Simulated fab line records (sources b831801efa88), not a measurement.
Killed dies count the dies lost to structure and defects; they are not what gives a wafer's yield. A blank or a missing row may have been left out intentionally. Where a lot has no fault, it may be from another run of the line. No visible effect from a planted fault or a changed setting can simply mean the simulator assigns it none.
What tool caused it? ; flow gf180mcu ; 12 lots, 35 wafers sampled, at 5 steps of a route of 602

## WHAT EACH GAUGE READ, for each wafer
GF_PASSIVATION_THK_MEAS_01. Usual: PASSIVATION_CVD_00_THK 996 nm, standard deviation 13.
lot;measured;on;PASSIVATION_CVD_00_THK (nm);flag
L345;day 28 01:19;film-metro-04;988 1011 994;
L348;day 29 11:55;film-metro-04;995 986 999;
L350;day 29 17:39;film-metro-04;1007 992 1013;
L351;day 30 00:38;film-metro-04;993 993 1008;
L352;day 30 10:50;film-metro-02;1006 1016 1029;
L353;day 30 11:25;film-metro-02;973 999 994;
L354;day 30 18:07;film-metro-04;998 1008 993;
L355;day 31 04:29;film-metro-02;986 1005 1013;
L356;day 31 06:53;film-metro-02;1000 983 1001;
L358;day 32 00:47;film-metro-04;998 1009 1007;
L364;day 33 12:09;film-metro-02;829 812 829 813;OFF
L368;day 34 04:49;film-metro-02;972 972 996;

## TOOL THAT RAN EACH LOT (tool first, then ch and the chambers of the sampled wafers, then the start)
lot;GF_V4_SPUTTER_21;GF_MIM_SPUTTER_00;GF_MIM_SPUTTER_02;GF_PASSIVATION_CVD_00
L345;pvd-sputter-04, day 24 08:30;pvd-sputter-02, day 24 09:12;pvd-sputter-02, day 24 09:20;pecvd-03 ch 0,1, day 28 01:13
L348;pvd-sputter-04, day 25 22:43;pvd-sputter-01, day 25 23:24;pvd-sputter-01, day 25 23:32;pecvd-03 ch 0,1,2, day 29 11:50
L350;pvd-sputter-04, day 26 05:53;pvd-sputter-01, day 26 06:34;pvd-sputter-01, day 26 06:42;pecvd-03 ch 0,1, day 29 17:33
L351;pvd-sputter-04, day 26 12:35;pvd-sputter-01, day 26 13:17;pvd-sputter-01, day 26 13:25;pecvd-01 ch 0,2, day 30 00:34
L352;pvd-sputter-03, day 26 23:01;pvd-sputter-01, day 26 23:43;pvd-sputter-01, day 26 23:50;pecvd-03 ch 0,2, day 30 10:45
L353;pvd-sputter-04, day 27 02:06;pvd-sputter-02, day 27 02:47;pvd-sputter-02, day 27 02:55;pecvd-04 ch 0,1,2, day 30 11:19
L354;pvd-sputter-01, day 27 07:45;pvd-sputter-01, day 27 08:27;pvd-sputter-01, day 27 08:35;pecvd-01 ch 0,1,2, day 30 18:01
L355;pvd-sputter-01, day 27 19:44;pvd-sputter-02, day 27 20:26;pvd-sputter-02, day 27 20:34;pecvd-01 ch 0,1,2, day 31 04:24
L356;pvd-sputter-01, day 27 22:32;pvd-sputter-04, day 27 23:14;pvd-sputter-04, day 27 23:22;pecvd-01 ch 0,2, day 31 06:48
L358;pvd-sputter-01, day 28 18:45;pvd-sputter-01, day 28 19:27;pvd-sputter-01, day 28 19:35;pecvd-01 ch 0,2, day 32 00:43
L364;pvd-sputter-01, day 30 11:15;pvd-sputter-02, day 30 11:58;pvd-sputter-02, day 30 12:04;pecvd-03 ch 1,2, day 33 12:04
L368;pvd-sputter-03, day 31 05:23;pvd-sputter-04, day 31 06:05;pvd-sputter-04, day 31 06:13;pecvd-04 ch 1,2, day 34 04:44
- GF_V4_SPUTTER_21: material Ti, target thk 15 nm, time 80.02 s.
- GF_MIM_SPUTTER_00: material Ti, target thk 37.5 nm, time 150 s.
- GF_MIM_SPUTTER_02: material AlCu, target thk 450 nm, time 23.9 s.
- GF_PASSIVATION_CVD_00: deposits SiO2 from TEOS, target thk 1000 nm, time 111.95 s.

## WHAT THE TOOLS THEMSELVES READ (means of the sampled wafers that have a number; where no wafer has one, the mark that the record gives instead)
GF_V4_SPUTTER_21. Usual: cathode-dc-power-W 2500.0 W, standard deviation 0.45; throttle-valve-pct 30.2 %, standard deviation 0.99.
lot;tool;cathode-dc-power-W (W);throttle-valve-pct (%);flag
L345;pvd-sputter-04;2500.2;28.9;
L348;pvd-sputter-04;2499.9;29.2;
L350;pvd-sputter-04;2500.3;30.2;
L351;pvd-sputter-04;2500.1;29.4;
L352;pvd-sputter-03;2500.1;31.6;
L353;pvd-sputter-04;2499.8;29.6;
L354;pvd-sputter-01;2500.2;30.0;
L355;pvd-sputter-01;2500.3;30.4;
L356;pvd-sputter-01;2499.9;30.9;
L358;pvd-sputter-01;2500.0;30.9;
L364;pvd-sputter-01;2500.2;29.6;
L368;pvd-sputter-03;2499.5;31.7;

GF_MIM_SPUTTER_00. Usual: cathode-dc-power-W 4000.0 W, standard deviation 0.73; throttle-valve-pct 30.1 %, standard deviation 0.81.
lot;tool;cathode-dc-power-W (W);throttle-valve-pct (%);flag
L345;pvd-sputter-02;4000.1;30.3;
L348;pvd-sputter-01;4000.0;29.8;
L350;pvd-sputter-01;4000.0;31.0;
L351;pvd-sputter-01;4000.8;30.9;
L352;pvd-sputter-01;4000.7;30.4;
L353;pvd-sputter-02;4000.2;30.4;
L354;pvd-sputter-01;4000.4;29.8;
L355;pvd-sputter-02;4000.4;30.0;
L356;pvd-sputter-04;3999.9;29.8;
L358;pvd-sputter-01;3999.4;30.0;
L364;pvd-sputter-02;4000.6;29.7;
L368;pvd-sputter-04;4000.3;29.6;

GF_MIM_SPUTTER_02. Usual: cathode-dc-power-W 10600 W, standard deviation 1.8; throttle-valve-pct 30.1 %, standard deviation 0.83.
lot;tool;cathode-dc-power-W (W);throttle-valve-pct (%);flag
L345;pvd-sputter-02;10599;30.4;
L348;pvd-sputter-01;10601;29.8;
L350;pvd-sputter-01;10600;31.0;
L351;pvd-sputter-01;10600;31.2;
L352;pvd-sputter-01;10600;30.4;
L353;pvd-sputter-02;10599;30.4;
L354;pvd-sputter-01;10600;29.9;
L355;pvd-sputter-02;10599;30.0;
L356;pvd-sputter-04;10601;29.8;
L358;pvd-sputter-01;10601;29.8;
L364;pvd-sputter-02;10602;29.7;
L368;pvd-sputter-04;10600;29.7;

GF_PASSIVATION_CVD_00. Usual: heater-power-w 729 W, standard deviation 82; run-length-s 139.7 s, standard deviation 0.47.
lot;tool;heater-power-w (W);run-length-s (s);flag
L345;pecvd-03;727;139.2;
L348;pecvd-03;725;139.5;
L350;pecvd-03;761;139.7;
L351;pecvd-01;666;139.8;
L352;pecvd-03;709;139.8;
L353;pecvd-04;810;139.9;
L354;pecvd-01;712;139.9;
L355;pecvd-01;643;139.9;
L356;pecvd-01;724;139.9;
L358;pecvd-01;647;139.8;
L364;pecvd-03;642;118.2;OFF
L368;pecvd-04;762;139.9;

## THE ANSWER, worked out from the rows above alone
Rule: lot off if the mean of its wafers having a number is beyond 3 standard deviations from the usual mean. Also off: a lot with no number at a reading for which 4 or more lots have one. Any other lot the step has rows for is counted as sound. Order of review: gauges by route order, followed by the tools' own readings, for which a lot's mean as printed above is used. At the first step where some lot is off, the reading lying furthest off is the one used; lots without a number count as furthest.
Off: L364, seen at GF_PASSIVATION_THK_MEAS_01 (PASSIVATION_CVD_00_THK).
If a tool, at a process step before that reading, ran all the lots that are off and no sound lot after the first of them, it fits. The gauges at GF_PASSIVATION_THK_MEAS_01 aren't tried: what is off there is off at GF_PASSIVATION_CVD_00 too, on other tools, and a gauge's error can't cause that. Can't be told from this: 3 tools fit, pvd-sputter-01 at GF_V4_SPUTTER_21, pvd-sputter-02 at GF_MIM_SPUTTER_00 and GF_MIM_SPUTTER_02, pecvd-03 at GF_PASSIVATION_CVD_00.

## WHAT THE SIMULATOR PUT IN
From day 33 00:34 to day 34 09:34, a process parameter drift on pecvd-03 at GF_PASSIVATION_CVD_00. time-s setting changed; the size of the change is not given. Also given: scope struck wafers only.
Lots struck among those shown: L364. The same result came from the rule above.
